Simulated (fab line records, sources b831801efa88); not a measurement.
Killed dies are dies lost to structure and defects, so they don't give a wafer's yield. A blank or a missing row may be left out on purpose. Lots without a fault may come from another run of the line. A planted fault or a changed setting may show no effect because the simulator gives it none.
fab line records | flow gf180mcu
record lots=6 wafers=18 last_day=32
route steps=602 shown M4@464 V4@476
lots that met no fault: from a run of the same line without faults
start_h: hours from the record's first day to the start of the lot's first wafer shown | wait_h: hours since the lot's step before | " the same as in the row above | L1.1+2: a row that stands for several wafers | - no value, or no start given | * or withheld: withheld | < > ~ a bound
route shown NAME@n: a module of which the file shows steps, and the number in the route of the first | usual: mean/standard deviation of fault-free wafers | same: alike in all rows | chamber/n: place in a boat | sites: the reading at each site | _std_site: their standard deviation | _edge_site: outer sites' mean less inner sites' | radius_mm: how far each site lies from the wafer's centre | mask NAME#n: copy n | behind: the tool/chamber that last shaped the wafer | hold: why the lot was held/for how many hours/how that ended | device: the transistor (n, p or np) that didn't switch | end of line: the same wafers' tests at the end of the route | a step without rows: its recipe alone | killed: dies lost to structure and defects at the first sort, not the wafer's yield | map: a wafer's dies, x killed, . not, _ none there
set.NAME: the setting as run; set.NAME@STEP: as run at that earlier step | model.NAME: the simulator's own value behind a step, which no gauge read
lots at some steps of the route; a table a step, a row a wafer
services: from which hour (start_h, from the record's first day; less than 0 if before it) a tool's chamber was out of use, for how many hours, and why
## steps
# step GF_M4_HMDS_08
# recipe prime_time_s=60 prime_temp_c=120
# step GF_M4_COAT_09
# recipe resist=KrF spin_rpm=withheld resist_thk_nm=1000
# step GF_M4_SOFTBAKE_10
# recipe temp_c=130 time_s=60 resist=KrF
# step GF_M4_EXPOSE_11
# recipe mask_id=Metal4 target_cd_nm=280 na=0.68 source_shape=conventional sigma_outer=0.6 dose_mj=28
# step GF_M4_PEB_12
# recipe peb_temp_c=135 peb_time_s=90 resist=KrF
# step GF_M4_DEVELOP_13
# recipe develop_time_s=60 dev_temp_c=21
# step GF_M4_CD_MEAS_14
# recipe target_cd_nm=280
# usual cd_nm=279.9/1.3
# columns lot.wafer tool chamber start_h wait_h cd_nm
L346.1 cd_sem-02 - 545.90 0.1 278.3
L346.2 " - " " 277.5
L346.3 " - " " 278.5
L348.1 cd_sem-01 - 570.87 0.1 279.4
L348.3 " - " " 278.4
L348.6 " - " " 279.6
L354.1 cd_sem-02 - 606.42 0.1 281.6
L354.2 " - " " 280.6
L354.5 " - " " 281.9
L356.2 cd_sem-02 - 616.94 0.1 278.1
L356.3 " - " " 277.8
L356.4 " - " " 279.6
L359.1 cd_sem-02 - 643.20 0.1 281.6
L359.5 " - " " 281.7
L359.6 " - " " 281.6
L362.1 cd_sem-01 - 660.87 0.1 282.3
L362.2 " - " " 280.9
L362.6 " - " " 282.1
# step GF_M4_OVL_MEAS_15
# usual M4_OVL=0/5
# columns lot.wafer tool chamber start_h wait_h M4_OVL[nm]
L346.1 overlay-02 - 546.02 0.1 6
L346.2 " - " " -2
L346.3 " - " " 3
L348.1 overlay-02 - 570.99 0.1 -12
L348.3 " - " " -13
L348.6 " - " " -11
L354.1 overlay-01 - 606.54 0.1 -7
L354.2 " - " " 0
L354.5 " - " " -6
L356.2 overlay-02 - 617.05 0.1 -5
L356.3 " - " " -7
L356.4 " - " " -1
L359.1 overlay-01 - 643.32 0.1 3
L359.5 " - " " -2
L359.6 " - " " 3
L362.1 overlay-01 - 660.99 0.1 4
L362.2 " - " " 4
L362.6 " - " " 7
# step GF_M4_METAL_ETCH_16
# recipe chemistry=Cl2/BCl3 mask_material=KrF target_depth_nm=627.5 stop_on=SiO2 pressure_mtorr=8 icp_w=800 bias_w=140 Cl2_flow_sccm=80 bcl3_flow_sccm=40 time_s=104.6
# usual drypump_motor_current_A=5.72/0.27 oes_product_au=0.970/0.0066 throttle_valve_pct=28.253/0.01
# columns lot.wafer tool chamber start_h wait_h drypump_motor_current_A oes_product_au rf_hours_counter_h throttle_valve_pct
L346.1 rie_metal-03 1 546.06 0.0 6.22 0.970 10 28.224
L346.2 " 0 " " 5.81 0.967 8 28.270
L346.3 " 0 " " 5.79 0.972 - 28.241
L348.1 rie_metal-03 0 571.03 0.0 5.81 0.970 9 28.264
L348.3 " 0 " " 5.84 0.965 - 28.255
L348.6 " 0 " " 5.83 0.971 - 28.254
L354.1 rie_metal-04 0 606.58 0.0 5.73 0.965 5 28.251
L354.2 " 1 " " 5.37 0.963 4 28.257
L354.5 " 0 " " 5.73 0.975 - 28.268
L356.2 rie_metal-04 0 617.08 0.0 5.75 0.977 6 28.247
L356.3 " 1 " " 5.25 0.963 - 28.245
L356.4 " 0 " " 5.75 0.972 - 28.250
L359.1 rie_metal-04 0 643.36 0.0 5.73 0.966 7 28.264
L359.5 " 1 " " 5.34 0.968 - 28.251
L359.6 " 0 " " 5.70 0.964 - 28.261
L362.1 rie_metal-04 0 661.03 0.0 5.74 0.958 7 28.261
L362.2 " 1 " " 5.29 0.967 5 28.248
L362.6 " 0 " " 5.72 0.961 - 28.252
# step GF_M4_STRIP_17
# recipe chemistry=O2/N2 power_w=1400 pressure_mtorr=1500 platen_temp_c=250 o2_flow_sccm=3000 n2_flow_sccm=300 overash_fraction=0.5
# usual drypump_motor_current_A=5.6/0.44 heater_power_w=346/23 oes_product_au=0.557/0.005 strip_time_to_endpoint_s=7.85/0.049
# columns lot.wafer tool chamber start_h wait_h drypump_motor_current_A heater_power_w oes_product_au rf_hours_counter_h strip_time_to_endpoint_s
L346.1 plasma_asher-03 1 546.17 0.1 5.9 345 0.553 42 7.91
L346.2 " 0 " " 5.8 348 0.553 42 7.83
L346.3 " 1 " " 5.9 356 0.561 - 7.87
L348.1 plasma_asher-01 1 571.25 0.2 6.1 350 0.559 94 7.89
L348.3 " 0 " " 5.3 315 0.553 - 7.87
L348.6 " 0 " " 5.3 310 0.563 - 7.89
L354.1 plasma_asher-01 1 606.69 0.1 6.1 332 0.563 95 7.94
L354.2 " 0 " " 5.3 323 0.555 95 7.90
L354.5 " 1 " " 6.1 338 0.567 - 7.91
L356.2 plasma_asher-04 1 617.19 0.1 5.8 391 0.556 86 7.87
L356.3 " 0 " " 4.8 332 0.561 - 7.90
L356.4 " 1 " " 5.7 395 0.558 - 7.86
L359.1 plasma_asher-04 0 643.47 0.1 4.8 324 0.563 89 7.82
L359.5 " 0 " " 4.8 341 0.558 - 7.84
L359.6 " 1 " " 5.7 392 0.560 - 7.82
L362.1 plasma_asher-01 1 661.14 0.1 6.1 344 0.558 100 7.86
L362.2 " 0 " " 5.3 314 0.549 100 7.84
L362.6 " 1 " " 6.1 346 0.558 - 7.83
# step GF_M4_STRIP_18
# recipe chemistry=post_etch_residue_remover time_s=1200 temp_c=72.5
# step GF_M4_CLEAN_19
# recipe chemistry=DIW dry=n2_spin
# step GF_V4_CVD_00
# recipe material=SiO2 target_thk_nm=600 sigma_open_frac=0.3 temp_c=400 time_s=100 sih4_flow_sccm=60 pressure_mtorr=6
# usual sih4_flow_sccm=59.96/0.18
# columns lot.wafer tool chamber start_h wait_h sih4_flow_sccm
L346.1 hdpcvd-02 1 546.74 0.0 59.73
L346.2 " 2 " " 60.01
L346.3 " 1 " " 60.02
L348.1 hdpcvd-01 0 571.79 0.0 60.04
L348.3 " 1 " " 59.93
L348.6 " 0 " " 59.89
L354.1 hdpcvd-02 0 607.22 0.0 60.21
L354.2 " 1 " " 59.96
L354.5 " 1 " " 60.19
L354.1 hdpcvd-02 0 607.46 0.2 59.96
L354.2 " 1 " " 59.96
L354.5 " 1 " " 60.20
L356.2 hdpcvd-01 2 617.73 0.0 59.84
L356.3 " 1 " " 60.41
L356.4 " 2 " " 60.06
L359.1 hdpcvd-01 0 644.00 0.0 59.96
L359.5 " 0 " " 60.08
L359.6 " 1 " " 59.78
L359.1 hdpcvd-01 0 644.24 0.2 59.63
L359.5 " 0 " " 59.96
L359.6 " 1 " " 60.11
L362.1 hdpcvd-01 2 661.67 0.0 59.61
L362.2 " 0 " " 59.86
L362.6 " 0 " " 60.18
# step GF_V4_THK_MEAS_01
# recipe reads=SiO2_of_V4_CVD_00
# usual V4_CVD_00_THK=603/5.8
# columns lot.wafer tool chamber start_h wait_h V4_CVD_00_THK[nm]
L346.1 film_metro-04 - 546.84 0.1 612
L346.2 " - " " 604
L346.3 " - " " 609
L348.1 film_metro-01 - 571.87 0.0 598
L348.3 " - " " 606
L348.6 " - " " 596
L354.1 film_metro-02 - 607.53 0.0 1213
L354.2 " - " " 1216
L354.5 " - " " 1216
L354.1 film_metro-02 - 607.90 0.4 1213
L354.2 " - " " 1217
L354.5 " - " " 1216
L356.2 film_metro-04 - 617.81 0.0 605
L356.3 " - " " 599
L356.4 " - " " 604
L359.1 film_metro-01 - 644.32 0.0 1201
L359.5 " - " " 1202
L359.6 " - " " 1206
L359.1 film_metro-01 - 644.54 0.2 1199
L359.5 " - " " 1200
L359.6 " - " " 1205
L362.1 film_metro-02 - 661.74 0.0 602
L362.2 " - " " 598
L362.6 " - " " 595
## services
# columns tool chamber start_h hours kind
hdpcvd-01 - 539.25 15.0 pm
hdpcvd-01 0 539.25 15.0 vent_cycle
hdpcvd-01 1 539.25 15.0 vent_cycle
hdpcvd-01 2 539.25 15.0 vent_cycle
hdpcvd-02 0 542.57 10.2 repair
rie_metal-04 0 552.78 8.9 repair
hdpcvd-01 0 554.25 - clean
hdpcvd-01 1 554.25 - clean
hdpcvd-01 2 554.25 - clean
hdpcvd-02 0 556.67 13.3 repair
rie_metal-03 1 563.01 - clean
rie_metal-03 1 563.01 24.3 scheduled_down
rie_metal-03 1 563.01 24.3 vent_cycle
plasma_asher-01 - 574.55 14.6 pm
plasma_asher-01 - 598.84 6.5 repair
plasma_asher-01 - 612.26 9.2 repair
rie_metal-03 0 616.20 - clean
rie_metal-03 0 616.20 17.3 scheduled_down
rie_metal-03 0 616.20 17.3 vent_cycle
plasma_asher-03 - 618.77 1.7 repair
hdpcvd-02 - 634.02 1.0 repair
plasma_asher-01 - 634.23 0.8 repair
rie_metal-04 - 645.60 10.3 repair
hdpcvd-02 - 650.29 14.6 pm
## key
first_sign step=GF_V4_CVD_00 reading=visit direction=added
effect step=GF_V4_THK_MEAS_01 reading=visit direction=added
effect step=GF_V4_THK_MEAS_01 reading=V4_CVD_00_THK direction=up sigmas=99+ usual=603 struck=1209
met_at GF_V4_CVD_00
struck_wafers L354.1,L354.2,L354.5,L359.1,L359.5,L359.6
scrapped_behind GF_V4_THK_MEAS_01 L354.1,L354.2,L354.5,L359.1,L359.5,L359.6
fault kind=repeated_step_whole tool=hdpcvd-01,hdpcvd-02 chamber=- onset_h=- steps=GF_V4_CVD_00 times=1 scope=struck_lots_only
